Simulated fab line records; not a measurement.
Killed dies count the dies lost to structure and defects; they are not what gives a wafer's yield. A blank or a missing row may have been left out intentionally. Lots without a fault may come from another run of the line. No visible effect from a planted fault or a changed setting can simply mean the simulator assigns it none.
Chamber matching | flow gf180mcu | GF_V5_CMP_04 on cmp-02: 4 sister chambers
The step polishes SiO2. 8 wafers are shown with their chamber, then 11 later ones without.

== WAFERS, EACH WITH ITS CHAMBER ==
wafer  | chamber | motor_current_A (A) | slurry_filter_dp_kPa (kPa)
L376.6 | 2       | 12.5                | 13.75
L377.3 | 1       | 12.2                | 13.76
L377.5 | 1       | 12.0                | 13.61
L383.3 | 3       | 10.3                | 13.52
L383.4 | 2       | 12.9                | 13.42
L384.4 | 3       | 10.7                | 13.31
L384.6 | 0       | 10.7                | 13.48
L385.3 | 0       | 10.5                | 13.35

== WAFERS WITHOUT THEIR CHAMBER ==
wafer  | motor_current_A (A) | slurry_filter_dp_kPa (kPa)
L385.4 | 12.5                | 13.53
L385.5 | 11.9                | 13.34
L386.3 | 10.6                | 13.44
L386.5 | 11.6                | 13.54
L386.6 | 10.8                | 13.66
L387.3 | 11.2                | 13.34
L387.5 | 11.3                | 13.37
L387.6 | 10.4                | 13.83
L389.1 | 11.3                | 13.45
L389.2 | 10.2                | 13.49
L389.6 | 10.5                | 13.39

== EACH ONE'S CHAMBER ==
wafer  | from the rows above          | in truth
L385.4 | can't be placed: 2 or 1      | 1
L385.5 | can't be placed: 1 or 2      | 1
L386.3 | can't be placed: 0 or 3      | 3
L386.5 | 1                            | 1
L386.6 | can't be placed: 0 or 3      | 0
L387.3 | can't be placed: 0 or 3 or 1 | 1
L387.5 | can't be placed: 0 or 3 or 1 | 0
L387.6 | can't be placed: 3 or 0      | 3
L389.1 | can't be placed: 0 or 3 or 1 | 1
L389.2 | can't be placed: 3 or 0      | 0
L389.6 | can't be placed: 3 or 0      | 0
Correct placement for 1 of the 11. Can't be placed from these rows: 10 (the true chamber is among the candidates in 10). Placed wrongly: 0.
How it was worked out, from the rows above alone: a wafer's distance from a chamber is the root of the sum, over the readings, of the square of ((its reading less the chamber's mean) divided by the reading's scatter). If the next closest chamber is less than 2 further off than the closest, the wafer can't be placed; otherwise it belongs to the closest. A chamber's mean is the mean of its shown wafers. The scatter: take each reading less its chamber's mean, square it, sum over the shown wafers, divide by the number of wafers less the number of chambers, and take the root.
